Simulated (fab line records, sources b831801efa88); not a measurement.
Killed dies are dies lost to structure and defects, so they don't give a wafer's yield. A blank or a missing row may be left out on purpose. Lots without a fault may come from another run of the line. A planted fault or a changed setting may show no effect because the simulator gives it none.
fab line records | flow gf180mcu
record lots=5 wafers=15 last_day=34
route steps=602 shown VT_IMPLANT@121 MVSD@136 NWELL@137 LVPWELL@138 MVPSD@139 DUAL_GATE@141
lots that met no fault: from a run of the same line without faults
start_h: hours from the record's first day to the start of the lot's first wafer shown | wait_h: hours since the lot's step before | " the same as in the row above | L1.1+2: a row that stands for several wafers | - no value, or no start given | * or withheld: withheld | < > ~ a bound
route shown NAME@n: a module of which the file shows steps, and the number in the route of the first | usual: mean/standard deviation of fault-free wafers | same: alike in all rows | chamber/n: place in a boat | sites: the reading at each site | _std_site: their standard deviation | _edge_site: outer sites' mean less inner sites' | radius_mm: how far each site lies from the wafer's centre | mask NAME#n: copy n | behind: the tool/chamber that last shaped the wafer | hold: why the lot was held/for how many hours/how that ended | device: the transistor (n, p or np) that didn't switch | end of line: the same wafers' tests at the end of the route | a step without rows: its recipe alone | killed: dies lost to structure and defects at the first sort, not the wafer's yield | map: a wafer's dies, x killed, . not, _ none there
set.NAME: the setting as run; set.NAME@STEP: as run at that earlier step | model.NAME: the simulator's own value behind a step, which no gauge read
lots at some steps of the route; a table a step, a row a wafer
services: from which hour (start_h, from the record's first day; less than 0 if before it) a tool's chamber was out of use, for how many hours, and why
## steps
# step GF_VT_IMPLANT_STRIP_31
# recipe chemistry=O2/N2 power_w=1400 pressure_mtorr=1500 platen_temp_c=250 o2_flow_sccm=3000 n2_flow_sccm=300 overash_fraction=0.5
# usual drypump_motor_current_A=5.8/0.49 heater_power_w=331/44 oes_product_au=0.716/0.0049 strip_time_to_endpoint_s=12.63/0.036
# columns lot.wafer tool chamber start_h wait_h drypump_motor_current_A heater_power_w oes_product_au rf_hours_counter_h strip_time_to_endpoint_s
L075.1 plasma_asher-04 0 143.80 0.1 5.3 325 0.714 3 12.67
L075.2 " 1 " " 6.4 291 0.717 3 12.63
L075.6 " 1 " " 6.4 284 0.710 - 12.70
L076.1 plasma_asher-02 0 151.40 0.1 5.9 362 0.717 48 12.65
L076.2 " 1 " " 6.3 412 0.721 48 12.66
L076.6 " 1 " " 6.3 412 0.716 - 12.66
L082.1 plasma_asher-04 1 201.16 0.1 6.4 292 0.715 9 12.63
L082.5 " 1 " " 6.4 289 0.725 - 12.67
L082.6 " 0 " " 5.3 321 0.720 - 12.66
L093.2 plasma_asher-01 0 266.29 0.1 5.6 297 0.723 48 12.59
L093.4 " 1 " " 5.1 388 0.718 - 12.62
L093.6 " 0 " " 5.6 300 0.715 - 12.62
L097.1 plasma_asher-02 0 293.99 0.1 5.9 355 0.717 61 12.65
L097.2 " 1 " " 6.3 399 0.709 61 12.65
L097.4 " 1 " " 6.3 411 0.714 - 12.67
# step GF_VT_IMPLANT_TW_MEAS_32
# usual VT_IMPLANT_3_TW=268/4.6
# columns lot.wafer tool chamber start_h wait_h VT_IMPLANT_3_TW
L075.1 film_metro-02 - 143.90 0.1 274
L075.2 " - " " 275
L075.6 " - " " 275
L076.1 film_metro-04 - 151.50 0.1 270
L076.2 " - " " 270
L076.6 " - " " 269
L082.1 film_metro-03 - 201.26 0.1 264
L082.5 " - " " 264
L082.6 " - " " 265
L093.2 film_metro-02 - 266.40 0.1 271
L093.4 " - " " 273
L093.6 " - " " 274
L097.1 film_metro-03 - 294.09 0.1 262
L097.2 " - " " 262
L097.4 " - " " 262
# step GF_VT_IMPLANT_DEHYDRATE_33
# recipe temp_c=200 time_s=60
# usual resist_line_temp_C=22.99/0.11
# columns lot.wafer tool chamber start_h wait_h resist_line_temp_C
L075.1 litho_track-03 0 151.27 7.4 23.15
L075.2 " 0 " " 23.25
L075.6 " 0 " " 23.26
L076.1 litho_track-03 0 158.67 7.2 22.89
L076.2 " 0 " " 22.91
L076.6 " 0 " " 22.94
L082.1 litho_track-04 0 209.50 8.2 22.81
L082.5 " 0 " " 23.03
L082.6 " 0 " " 22.93
L093.2 litho_track-03 0 275.59 9.2 22.94
L093.4 " 0 " " 22.91
L093.6 " 0 " " 22.94
L097.1 litho_track-01 0 303.11 9.0 22.92
L097.2 " 0 " " 22.96
L097.4 " 0 " " 23.04
# step GF_VT_IMPLANT_HMDS_34
# recipe prime_time_s=60 prime_temp_c=120
# usual resist_line_temp_C=23.00/0.12
# columns lot.wafer tool chamber start_h wait_h resist_line_temp_C
L075.1 litho_track-03 0 151.42 0.1 23.03
L075.2 " 0 " " 23.00
L075.6 " 0 " " 23.14
L076.1 litho_track-03 0 158.82 0.1 23.09
L076.2 " 0 " " 23.06
L076.6 " 0 " " 23.10
L082.1 litho_track-04 0 209.65 0.1 23.03
L082.5 " 0 " " 23.16
L082.6 " 0 " " 22.86
L093.2 litho_track-03 0 275.74 0.1 22.95
L093.4 " 0 " " 22.91
L093.6 " 0 " " 22.74
L097.1 litho_track-01 0 303.26 0.1 22.79
L097.2 " 0 " " 22.81
L097.4 " 0 " " 22.87
# step GF_VT_IMPLANT_COAT_35
# recipe resist=NOVOLAK spin_rpm=3000 resist_thk_nm=1000
# usual resist_line_temp_C=23.00/0.098
# columns lot.wafer tool chamber start_h wait_h resist_line_temp_C
L075.1 litho_track-03 0 151.57 0.1 23.14
L075.2 " 0 " " 23.02
L075.6 " 0 " " 23.06
L076.1 litho_track-03 0 158.97 0.1 22.89
L076.2 " 0 " " 22.99
L076.6 " 0 " " 22.96
L082.1 litho_track-04 0 209.80 0.1 23.12
L082.5 " 0 " " 23.07
L082.6 " 0 " " 23.01
L093.2 litho_track-03 0 275.89 0.1 23.17
L093.4 " 0 " " 23.17
L093.6 " 0 " " 23.17
L097.1 litho_track-01 0 303.41 0.1 23.02
L097.2 " 0 " " 22.84
L097.4 " 0 " " 22.98
# step GF_VT_IMPLANT_SOFTBAKE_36
# recipe temp_c=90 time_s=60 resist=NOVOLAK
# usual resist_line_temp_C=22.99/0.1
# columns lot.wafer tool chamber start_h wait_h resist_line_temp_C
L075.1 litho_track-03 0 151.72 0.1 22.93
L075.2 " 0 " " 22.99
L075.6 " 0 " " 23.08
L076.1 litho_track-03 0 159.12 0.1 23.06
L076.2 " 0 " " 23.12
L076.6 " 0 " " 22.80
L082.1 litho_track-04 0 209.95 0.1 22.93
L082.5 " 0 " " 22.89
L082.6 " 0 " " 22.86
L093.2 litho_track-03 0 276.04 0.1 22.98
L093.4 " 0 " " 22.95
L093.6 " 0 " " 22.92
L097.1 litho_track-01 0 303.56 0.1 23.10
L097.2 " 0 " " 23.15
L097.4 " 0 " " 22.87
# step GF_VT_IMPLANT_EXPOSE_37
# recipe mask_id=Nwell_HV_AREA target_cd_nm=860 na=0.6 source_shape=conventional sigma_outer=0.6 dose_mj=140
# columns lot.wafer tool chamber start_h wait_h mask
L075.1+2+6 iline_stepper-02 0 - - Nwell_HV_AREA#0
L076.1+2+6 iline_stepper-01 0 - - Nwell_HV_AREA#0
L082.1+5+6 iline_stepper-02 0 - - Nwell_HV_AREA#0
L093.2+4+6 iline_stepper-01 0 - - Nwell_HV_AREA#0
L097.1+2+4 iline_stepper-01 0 - - Nwell_HV_AREA#0
# step GF_VT_IMPLANT_PEB_38
# recipe temp_c=withheld time_s=* resist=NOVOLAK
# usual resist_line_temp_C=*
# columns lot.wafer tool chamber start_h wait_h resist_line_temp_C
L075.1 litho_track-01 0 - - *
L075.2 " 0 " " *
L075.6 " 0 " " *
L076.1 litho_track-03 0 - - *
L076.2 " 0 " " *
L076.6 " 0 " " *
L082.1 litho_track-04 0 - - *
L082.5 " 0 " " *
L082.6 " 0 " " *
L093.2 litho_track-01 0 - - *
L093.4 " 0 " " *
L093.6 " 0 " " *
L097.1 litho_track-04 0 - - *
L097.2 " 0 " " *
L097.4 " 0 " " *
# step GF_VT_IMPLANT_DEVELOP_39
# recipe develop_time_s=60 dev_temp_c=23
# usual resist_line_temp_C=23.00/0.092
# columns lot.wafer tool chamber start_h wait_h resist_line_temp_C
L075.1 litho_track-01 0 159.41 0.1 22.91
L075.2 " 0 " " 22.97
L075.6 " 0 " " 22.96
L076.1 litho_track-03 0 166.97 0.1 22.90
L076.2 " 0 " " 22.92
L076.6 " 0 " " 22.99
L082.1 litho_track-04 0 219.00 0.1 23.04
L082.5 " 0 " " 23.00
L082.6 " 0 " " 23.11
L093.2 litho_track-01 0 285.38 0.1 23.16
L093.4 " 0 " " 23.09
L093.6 " 0 " " 23.20
L097.1 litho_track-04 0 313.35 0.1 22.93
L097.2 " 0 " " 23.10
L097.4 " 0 " " 23.02
# step GF_VT_IMPLANT_OVL_MEAS_40
# usual VT_IMPLANT_03_OVL=-0.9/1.5
# columns lot.wafer tool chamber start_h wait_h VT_IMPLANT_03_OVL[nm]
L075.1 overlay-01 - 159.56 0.1 -2.1
L075.2 " - " " -2.7
L075.6 " - " " -2.6
L076.1 overlay-01 - 167.12 0.1 -0.1
L076.2 " - " " -3.6
L076.6 " - " " -1.1
L082.1 overlay-02 - 219.15 0.1 -1.6
L082.5 " - " " -1.6
L082.6 " - " " 0.0
L093.2 overlay-01 - 285.51 0.1 0.6
L093.4 " - " " 0.8
L093.6 " - " " -1.5
L097.1 overlay-02 - 313.50 0.1 -0.5
L097.2 " - " " -0.2
L097.4 " - " " -0.2
# step GF_VT_IMPLANT_IMPLANT_41
# recipe species=As energy_kev=70 dose_cm2=1.013e+12 tilt_deg=7
# usual faraday_current_uA=5.72/0.11 tilt_deg=7.003/0.019
# columns lot.wafer tool chamber start_h wait_h faraday_current_uA tilt_deg
L075.1 implanter-04 0 159.60 0.0 5.65 6.967
L075.2 " 0 " " 5.67 6.981
L075.6 " 0 " " 5.68 6.986
L076.1 implanter-04 0 167.16 0.0 5.68 7.001
L076.2 " 0 " " 5.53 7.017
L076.6 " 0 " " 5.59 6.966
L082.1 implanter-02 0 219.19 0.0 5.77 6.978
L082.5 " 0 " " 5.75 6.995
L082.6 " 0 " " 5.42 7.029
L093.2 implanter-03 0 285.57 0.0 5.88 7.001
L093.4 " 0 " " 5.68 7.002
L093.6 " 0 " " 5.73 6.999
L097.1 implanter-04 0 313.54 0.0 5.75 7.042
L097.2 " 0 " " 5.61 7.035
L097.4 " 0 " " 5.62 7.034
# step GF_VT_IMPLANT_STRIP_42
# recipe chemistry=O2/N2 power_w=1400 pressure_mtorr=1500 platen_temp_c=250 o2_flow_sccm=3000 n2_flow_sccm=300 overash_fraction=0.5
# usual drypump_motor_current_A=5.8/0.47 heater_power_w=342/46 oes_product_au=0.716/0.0049 strip_time_to_endpoint_s=12.61/0.033
# columns lot.wafer tool chamber start_h wait_h drypump_motor_current_A heater_power_w oes_product_au rf_hours_counter_h strip_time_to_endpoint_s
L075.1 plasma_asher-02 1 159.75 0.1 6.3 423 0.710 49 12.60
L075.2 " 0 " " 5.9 358 0.720 49 12.62
L075.6 " 0 " " 5.9 358 0.715 - 12.61
L076.1 plasma_asher-01 0 167.31 0.1 5.6 301 0.714 37 12.56
L076.2 " 1 " " 5.1 391 0.718 37 12.60
L076.6 " 1 " " 5.1 390 0.718 - 12.62
L082.1 plasma_asher-04 1 219.34 0.1 6.4 291 0.717 11 12.63
L082.5 " 1 " " 6.4 294 0.724 - 12.61
L082.6 " 0 " " 5.3 319 0.718 - 12.62
L093.2 plasma_asher-01 0 285.69 0.1 5.6 304 0.718 50 12.63
L093.4 " 1 " " 5.1 380 0.710 - 12.66
L093.6 " 0 " " 5.6 303 0.712 - 12.65
L097.1 plasma_asher-04 1 313.69 0.1 6.4 294 0.709 21 12.65
L097.2 " 0 " " 5.3 307 0.710 21 12.64
L097.4 " 1 " " 6.4 288 0.717 - 12.61
# step GF_VT_IMPLANT_TW_MEAS_43
# usual VT_IMPLANT_4_TW=693/12
# columns lot.wafer tool chamber start_h wait_h VT_IMPLANT_4_TW
L075.1 film_metro-02 - 159.85 0.1 703
L075.2 " - " " 700
L075.6 " - " " 703
L076.1 film_metro-02 - 167.41 0.1 702
L076.2 " - " " 702
L076.6 " - " " 703
L082.1 film_metro-02 - 219.44 0.1 707
L082.5 " - " " 705
L082.6 " - " " 707
L093.2 film_metro-04 - 285.80 0.1 688
L093.4 " - " " 692
L093.6 " - " " 690
L097.1 film_metro-02 - 313.79 0.1 702
L097.2 " - " " 704
L097.4 " - " " 700
# step GF_VT_IMPLANT_CLEAN_44
# recipe chemistry=SC1/SC2 mix=1:4:20 temp_c=70 time_s=150 dry=n2_spin
# columns lot.wafer tool chamber start_h wait_h
L075.1+2+6 wet_bench-01 2 159.91 0.1
L076.1+2+6 wet_bench-04 2 167.47 0.1
L082.1+5+6 wet_bench-04 1 219.50 0.1
L093.2+4+6 wet_bench-04 0 285.85 0.0
L097.1+2+4 wet_bench-02 0 313.85 0.1
# step GF_VT_IMPLANT_RTA_45
# recipe temp_c=1050 time_s=30 ambient=N2
# usual anneal_temp_c_max=1056.2/2.5 chamber_o2_ppm=2.002/0.02 lamp_power_pct=37/3.3 wafer_temp_C_max=1056.1/1.2
# columns lot.wafer tool chamber start_h wait_h anneal_temp_c_max chamber_o2_ppm lamp_power_pct wafer_temp_C_max
L075.1 rtp_anneal-02 0 159.96 0.0 1053.9 1.990 40 1057.0
L075.2 " 0 " " 1052.7 2.004 40 1055.6
L075.6 " 0 " " 1053.6 1.975 40 1057.3
L076.1 rtp_anneal-01 0 167.52 0.0 1058.5 1.994 34 1056.6
L076.2 " 0 " " 1058.9 2.003 34 1055.5
L076.6 " 0 " " 1057.2 2.010 34 1054.9
L082.1 rtp_anneal-01 0 219.55 0.0 1059.2 1.982 34 1056.5
L082.5 " 0 " " 1059.2 1.977 34 1055.6
L082.6 " 0 " " 1057.5 2.011 34 1058.4
L093.2 rtp_anneal-01 0 285.93 0.0 1057.7 1.986 34 1059.4
L093.4 " 0 " " 1058.8 2.014 34 1057.6
L093.6 " 0 " " 1058.9 2.023 34 1056.4
L097.1 rtp_anneal-01 0 313.90 0.0 1057.6 2.044 34 1055.6
L097.2 " 0 " " 1057.3 2.014 34 1057.3
L097.4 " 0 " " 1056.5 2.047 34 1057.4
# step GF_VT_IMPLANT_RS_MEAS_46
# recipe thk_meas_gauge=four-point-probe
# usual MVSD_RS=457.1/1.1
# columns lot.wafer tool chamber start_h wait_h MVSD_RS[ohm/sq]
L075.1 film_metro-03 - 160.06 0.1 455.5
L075.2 " - " " 457.2
L075.6 " - " " 456.5
L076.1 film_metro-02 - 167.62 0.1 456.5
L076.2 " - " " 457.4
L076.6 " - " " 456.8
L082.1 film_metro-01 - 219.65 0.1 457.7
L082.5 " - " " 458.5
L082.6 " - " " 457.2
L093.2 film_metro-02 - 286.03 0.1 456.2
L093.4 " - " " 457.3
L093.6 " - " " 457.1
L097.1 film_metro-02 - 314.00 0.1 456.3
L097.2 " - " " 456.1
L097.4 " - " " 456.3
# step GF_VT_IMPLANT_RS_MEAS_47
# recipe thk_meas_gauge=four-point-probe
# usual NWELL_RS=488.5/1.3
# columns lot.wafer tool chamber start_h wait_h NWELL_RS[ohm/sq]
L075.1 film_metro-03 - 160.18 0.1 488.2
L075.2 " - " " 488.4
L075.6 " - " " 488.5
L076.1 film_metro-02 - 167.74 0.1 488.7
L076.2 " - " " 487.5
L076.6 " - " " 487.5
L082.1 film_metro-01 - 219.77 0.1 488.2
L082.5 " - " " 488.0
L082.6 " - " " 488.9
L093.2 film_metro-02 - 286.15 0.1 489.3
L093.4 " - " " 487.5
L093.6 " - " " 488.2
L097.1 film_metro-02 - 314.12 0.1 487.1
L097.2 " - " " 489.9
L097.4 " - " " 489.3
# step GF_VT_IMPLANT_RS_MEAS_48
# recipe thk_meas_gauge=four-point-probe
# usual LVPWELL_RS=1197.5/2.8
# columns lot.wafer tool chamber start_h wait_h LVPWELL_RS[ohm/sq]
L075.1 film_metro-03 - 160.30 0.1 1197.5
L075.2 " - " " 1201.2
L075.6 " - " " 1195.3
L076.1 film_metro-02 - 167.86 0.1 1194.6
L076.2 " - " " 1192.1
L076.6 " - " " 1193.5
L082.1 film_metro-01 - 219.89 0.1 1198.5
L082.5 " - " " 1205.7
L082.6 " - " " 1200.8
L093.2 film_metro-02 - 286.27 0.1 1196.6
L093.4 " - " " 1198.7
L093.6 " - " " 1196.4
L097.1 film_metro-02 - 314.24 0.1 1194.9
L097.2 " - " " 1198.9
L097.4 " - " " 1196.4
# step GF_VT_IMPLANT_RS_MEAS_49
# recipe thk_meas_gauge=four-point-probe
# usual MVPSD_RS=1169/3.1
# columns lot.wafer tool chamber start_h wait_h MVPSD_RS[ohm/sq]
L075.1 film_metro-03 - 160.42 0.1 1172
L075.2 " - " " 1168
L075.6 " - " " 1172
L076.1 film_metro-02 - 167.98 0.1 1169
L076.2 " - " " 1169
L076.6 " - " " 1168
L082.1 film_metro-01 - 220.01 0.1 1171
L082.5 " - " " 1169
L082.6 " - " " 1172
L093.2 film_metro-02 - 286.39 0.1 1173
L093.4 " - " " 1167
L093.6 " - " " 1164
L097.1 film_metro-02 - 314.36 0.1 1165
L097.2 " - " " 1167
L097.4 " - " " 1169
# step GF_VT_IMPLANT_WET_ETCH_50
# recipe chemistry=dHF target_depth_nm=20 target=SiO2 temp_c=25 dilution=100:1 time_s=400
# columns lot.wafer tool chamber start_h wait_h
L075.1+2+6 wet_bench-01 3 160.54 0.1
L076.1+2+6 wet_bench-02 0 168.10 0.1
L082.1+5+6 wet_bench-02 0 220.13 0.1
L093.2+4+6 wet_bench-04 3 286.49 0.1
L097.1+2+4 wet_bench-01 0 314.48 0.1
# step GF_DUAL_GATE_CLEAN_00
# recipe chemistry=SC1/SC2 mix=1:4:20 temp_c=70 time_s=150
# columns lot.wafer tool chamber start_h wait_h
L075.1+2+6 wet_bench-04 2 160.65 0.0
L076.1+2+6 wet_bench-04 2 168.22 0.0
L082.1+5+6 wet_bench-04 0 220.25 0.0
L093.2+4+6 wet_bench-01 0 286.62 0.0
L097.1+2+4 wet_bench-04 3 314.60 0.0
# step GF_DUAL_GATE_CLEAN_01
# recipe chemistry=dHF time_s=20 dilution=100:1 dry=ipa_marangoni
# columns lot.wafer tool chamber start_h wait_h
L075.1+2+6 wet_bench-02 2 160.71 0.0
L076.1+2+6 wet_bench-01 0 168.26 0.0
L082.1+5+6 wet_bench-02 3 220.31 0.0
L093.2+4+6 wet_bench-02 2 286.67 0.0
L097.1+2+4 wet_bench-02 2 314.65 0.0
# step GF_DUAL_GATE_OXIDATION_02
# recipe temp_c=900 ambient=O2 stabilise_s=600 purge_s=300 target_thk_a=108.87 ox_time_s=1602
# usual spike_tc_top_C=913.4/2.3 zone_power_top_pct=29.2/0.46
# columns lot.wafer tool chamber start_h wait_h spike_tc_top_C zone_power_top_pct
L075.1 furnace-01 0 161.65 0.9 916.4 29.5
L075.2 " 0 " " 916.5 29.6
L075.6 " 0 " " 915.8 30.0
L076.1 furnace-01 0 168.28 0.0 917.9 30.1
L076.2 " 0 " " 915.0 29.2
L076.6 " 0 " " 914.9 29.5
L082.1 furnace-02 0 220.57 0.3 912.2 29.0
L082.5 " 0 " " 909.9 28.8
L082.6 " 0 " " 912.6 28.7
L093.2 furnace-01 0 287.49 0.8 915.7 29.6
L093.4 " 0 " " 916.6 29.8
L093.6 " 0 " " 916.5 29.7
L097.1 furnace-02 0 314.66 0.0 909.9 29.0
L097.2 " 0 " " 911.7 29.6
L097.4 " 0 " " 910.9 29.0
# step GF_DUAL_GATE_THK_MEAS_03
# recipe reads=SiO2_of_DUAL_GATE_OXIDATION_02
# usual DUAL_GATE_OXIDATION_00_THK=10.87/0.24
# columns lot.wafer tool chamber start_h wait_h DUAL_GATE_OXIDATION_00_THK[nm]
L075.1 film_metro-01 - 163.10 0.0 10.88
L075.2 " - " " 10.69
L075.6 " - " " 10.68
L076.1 film_metro-01 - 169.72 0.0 10.99
L076.2 " - " " 10.95
L076.6 " - " " 10.88
L082.1 film_metro-01 - 222.02 0.0 10.72
L082.5 " - " " 10.70
L082.6 " - " " 10.76
L093.2 film_metro-01 - 288.94 0.0 11.11
L093.4 " - " " 10.81
L093.6 " - " " 10.95
L097.1 film_metro-03 - 316.11 0.0 10.95
L097.2 " - " " 10.67
L097.4 " - " " 10.82
# step GF_DUAL_GATE_DEHYDRATE_04
# recipe temp_c=200 time_s=60
# usual resist_line_temp_C=23.03/0.099
# columns lot.wafer tool chamber start_h wait_h resist_line_temp_C
L075.1 litho_track-02 0 171.07 8.0 23.17
L075.2 " 0 " " 23.17
L075.6 " 0 " " 22.97
L076.1 litho_track-02 0 177.02 7.3 22.98
L076.2 " 0 " " 23.01
L076.6 " 0 " " 22.92
L082.1 litho_track-01 0 230.06 8.0 22.99
L082.5 " 0 " " 23.08
L082.6 " 0 " " 22.81
L093.2 litho_track-03 0 298.14 9.2 23.01
L093.4 " 0 " " 23.05
L093.6 " 0 " " 23.07
L097.1 litho_track-02 0 325.92 9.8 23.05
L097.2 " 0 " " 22.86
L097.4 " 0 " " 22.86
# step GF_DUAL_GATE_HMDS_05
# recipe prime_time_s=60 prime_temp_c=120
# usual resist_line_temp_C=22.99/0.091
# columns lot.wafer tool chamber start_h wait_h resist_line_temp_C
L075.1 litho_track-02 0 171.22 0.1 22.95
L075.2 " 0 " " 23.13
L075.6 " 0 " " 22.99
L076.1 litho_track-02 0 177.17 0.1 23.06
L076.2 " 0 " " 23.09
L076.6 " 0 " " 23.04
L082.1 litho_track-01 0 230.21 0.1 22.82
L082.5 " 0 " " 22.88
L082.6 " 0 " " 22.83
L093.2 litho_track-03 0 298.29 0.1 23.02
L093.4 " 0 " " 23.07
L093.6 " 0 " " 23.07
L097.1 litho_track-02 0 326.07 0.1 22.94
L097.2 " 0 " " 23.04
L097.4 " 0 " " 22.91
# step GF_DUAL_GATE_COAT_06
# recipe resist=NOVOLAK spin_rpm=3000 resist_thk_nm=1012
# usual resist_line_temp_C=22.99/0.11
# columns lot.wafer tool chamber start_h wait_h resist_line_temp_C
L075.1 litho_track-02 0 171.37 0.1 22.94
L075.2 " 0 " " 23.11
L075.6 " 0 " " 23.11
L076.1 litho_track-02 0 177.32 0.1 22.97
L076.2 " 0 " " 23.02
L076.6 " 0 " " 23.13
L082.1 litho_track-01 0 230.36 0.1 23.02
L082.5 " 0 " " 23.03
L082.6 " 0 " " 22.98
L093.2 litho_track-03 0 298.44 0.1 22.99
L093.4 " 0 " " 22.97
L093.6 " 0 " " 22.98
L097.1 litho_track-02 0 326.22 0.1 23.02
L097.2 " 0 " " 23.01
L097.4 " 0 " " 22.99
# step GF_DUAL_GATE_SOFTBAKE_07
# recipe temp_c=90 time_s=60 resist=NOVOLAK
# usual resist_line_temp_C=23.00/0.092
# columns lot.wafer tool chamber start_h wait_h resist_line_temp_C
L075.1 litho_track-02 0 171.52 0.1 22.98
L075.2 " 0 " " 23.00
L075.6 " 0 " " 23.04
L076.1 litho_track-02 0 177.47 0.1 23.03
L076.2 " 0 " " 22.99
L076.6 " 0 " " 23.10
L082.1 litho_track-01 0 230.51 0.1 22.91
L082.5 " 0 " " 23.08
L082.6 " 0 " " 23.08
L093.2 litho_track-03 0 298.59 0.1 23.03
L093.4 " 0 " " 23.07
L093.6 " 0 " " 22.96
L097.1 litho_track-02 0 326.37 0.1 23.03
L097.2 " 0 " " 22.99
L097.4 " 0 " " 23.22
# step GF_DUAL_GATE_EXPOSE_08
# recipe mask_id=Dualgate target_cd_nm=700 na=0.6 source_shape=conventional sigma_outer=0.6 dose_mj=140
# columns lot.wafer tool chamber start_h wait_h mask
L075.1+2+6 iline_stepper-01 0 - - Dualgate#0
L076.1+2+6 iline_stepper-01 0 - - Dualgate#0
L082.1+5+6 iline_stepper-01 0 - - Dualgate#0
L093.2+4+6 iline_stepper-02 0 - - Dualgate#0
L097.1+2+4 iline_stepper-01 0 - - Dualgate#0
# step GF_DUAL_GATE_PEB_09
# recipe temp_c=withheld time_s=* resist=NOVOLAK
# usual resist_line_temp_C=*
# columns lot.wafer tool chamber start_h wait_h resist_line_temp_C
L075.1 litho_track-02 0 - - *
L075.2 " 0 " " *
L075.6 " 0 " " *
L076.1 litho_track-01 0 - - *
L076.2 " 0 " " *
L076.6 " 0 " " *
L082.1 litho_track-03 0 - - *
L082.5 " 0 " " *
L082.6 " 0 " " *
L093.2 litho_track-03 0 - - *
L093.4 " 0 " " *
L093.6 " 0 " " *
L097.1 litho_track-03 0 - - *
L097.2 " 0 " " *
L097.4 " 0 " " *
# step GF_DUAL_GATE_DEVELOP_10
# recipe develop_time_s=60 dev_temp_c=23
# usual resist_line_temp_C=23.00/0.1
# columns lot.wafer tool chamber start_h wait_h resist_line_temp_C
L075.1 litho_track-02 0 179.17 0.1 23.07
L075.2 " 0 " " 22.91
L075.6 " 0 " " 22.98
L076.1 litho_track-01 0 185.91 0.1 23.03
L076.2 " 0 " " 22.85
L076.6 " 0 " " 23.03
L082.1 litho_track-03 0 239.32 0.1 23.08
L082.5 " 0 " " 22.97
L082.6 " 0 " " 23.15
L093.2 litho_track-03 0 308.44 0.1 23.02
L093.4 " 0 " " 22.99
L093.6 " 0 " " 23.02
L097.1 litho_track-03 0 336.57 0.1 23.11
L097.2 " 0 " " 23.10
L097.4 " 0 " " 23.06
# step GF_DUAL_GATE_OVL_MEAS_11
# usual DUAL_GATE_OVL=-1.3/1.5
# columns lot.wafer tool chamber start_h wait_h DUAL_GATE_OVL[nm]
L075.1 overlay-02 - 179.32 0.1 0.4
L075.2 " - " " 0.3
L075.6 " - " " 0.7
L076.1 overlay-01 - 186.06 0.1 -2.6
L076.2 " - " " -1.7
L076.6 " - " " -1.5
L082.1 overlay-01 - 239.47 0.1 -2.4
L082.5 " - " " -3.5
L082.6 " - " " -3.3
L093.2 overlay-01 - 308.57 0.1 -1.8
L093.4 " - " " -0.3
L093.6 " - " " -1.8
L097.1 overlay-02 - 336.72 0.1 1.9
L097.2 " - " " 1.3
L097.4 " - " " -0.4
# step GF_DUAL_GATE_WET_ETCH_12
# recipe chemistry=dHF target_depth_nm=13 dry=n2_spin target=SiO2 temp_c=25 dilution=100:1 time_s=260
# columns lot.wafer tool chamber start_h wait_h
L075.1+2+6 wet_bench-01 2 179.36 0.0
L076.1+2+6 wet_bench-04 1 186.09 0.0
L082.1+5+6 wet_bench-02 2 239.50 0.0
L093.2+4+6 wet_bench-04 3 308.67 0.1
L097.1+2+4 wet_bench-04 1 336.75 0.0
# step GF_DUAL_GATE_STRIP_13
# recipe chemistry=O2/N2 power_w=1400 pressure_mtorr=1500 platen_temp_c=250 o2_flow_sccm=3000 n2_flow_sccm=300 overash_fraction=0.5
# usual drypump_motor_current_A=6.0/0.35 heater_power_w=340/41 oes_product_au=0.716/0.0042 strip_time_to_endpoint_s=12.776/0.027
# columns lot.wafer tool chamber start_h wait_h drypump_motor_current_A heater_power_w oes_product_au rf_hours_counter_h strip_time_to_endpoint_s
L075.1 plasma_asher-02 1 179.45 0.0 6.2 420 0.707 51 12.799
L075.2 " 0 " " 5.9 360 0.714 51 12.797
L075.6 " 1 " " 6.3 409 0.716 - 12.783
L076.1 plasma_asher-02 0 186.18 0.0 5.9 360 0.716 52 12.755
L076.2 " 1 " " 6.2 402 0.708 52 12.781
L076.6 " 0 " " 5.9 369 0.714 - 12.739
L082.1 plasma_asher-03 1 239.59 0.0 5.9 317 0.718 58 12.787
L082.5 " 0 " " 6.1 353 0.717 - 12.743
L082.6 " 1 " " 5.9 309 0.717 - 12.716
L093.2 plasma_asher-02 1 308.75 0.0 6.3 416 0.720 63 12.752
L093.4 " 0 " " 5.9 363 0.715 - 12.767
L093.6 " 1 " " 6.3 416 0.713 - 12.773
L097.1 plasma_asher-04 0 336.84 0.0 5.3 313 0.709 23 12.799
L097.2 " 1 " " 6.4 290 0.707 23 12.762
L097.4 " 0 " " 5.3 314 0.713 - 12.747
# step GF_DUAL_GATE_CLEAN_14
# recipe chemistry=SC1/SC2 mix=1:4:20 temp_c=70 time_s=150 dry=n2_spin
# columns lot.wafer tool chamber start_h wait_h
L075.1+2+6 wet_bench-04 3 179.55 0.1
L076.1+2+6 wet_bench-01 2 186.28 0.1
L082.1+5+6 wet_bench-02 2 239.77 0.2
L093.2+4+6 wet_bench-04 3 308.85 0.1
L097.1+2+4 wet_bench-02 1 336.94 0.1
# step GF_DUAL_GATE_OXIDATION_15
# recipe temp_c=850 ambient=O2 stabilise_s=600 purge_s=300 target_thk_a=70.98 ox_time_s=1995
# usual spike_tc_top_C=865.2/2 zone_power_top_pct=26.8/0.39
# columns lot.wafer tool chamber start_h wait_h spike_tc_top_C zone_power_top_pct
L075.1 furnace-02 0 179.60 0.0 862.7 26.6
L075.2 " 0 " " 862.8 26.1
L075.6 " 0 " " 864.3 26.6
L076.1 furnace-01 0 187.58 1.2 866.6 27.2
L076.2 " 0 " " 869.3 26.8
L076.6 " 0 " " 868.8 27.3
L082.1 furnace-01 0 241.35 1.5 866.3 27.1
L082.5 " 0 " " 866.9 27.4
L082.6 " 0 " " 865.3 27.2
L093.2 furnace-01 0 308.90 0.0 866.5 27.0
L093.4 " 0 " " 865.8 27.5
L093.6 " 0 " " 865.6 27.7
L097.1 furnace-01 0 336.99 0.0 866.5 26.8
L097.2 " 0 " " 866.4 27.3
L097.4 " 0 " " 868.3 26.9
## services
# columns tool chamber start_h hours kind
plasma_asher-04 - 125.84 0.5 repair
furnace-02 - 133.39 3.5 pm
iline_stepper-02 - 133.55 5.3 repair
plasma_asher-03 - 142.48 1.2 repair
implanter-02 - 146.68 2.1 repair
furnace-02 - 150.13 3.3 pm
implanter-02 - 156.00 2.4 repair
iline_stepper-01 - 162.00 1.7 pm
plasma_asher-01 - 191.60 0.4 repair
implanter-03 - 204.41 2.0 repair
furnace-02 - 215.19 4.1 repair
iline_stepper-01 - 215.64 0.6 repair
furnace-01 - 224.46 3.7 pm
plasma_asher-02 - 227.27 2.8 pm
furnace-01 - 238.15 3.2 pm
plasma_asher-03 - 252.26 2.8 pm
implanter-04 - 255.27 3.9 pm
plasma_asher-02 - 256.06 10.7 repair
iline_stepper-01 - 262.69 4.4 pm
plasma_asher-01 - 272.03 0.4 repair
furnace-02 - 301.39 3.7 pm
wet_bench-02 - 306.61 3.5 repair
wet_bench-01 - 307.78 1.6 repair
implanter-04 - 335.91 3.3 repair
## key
fault none
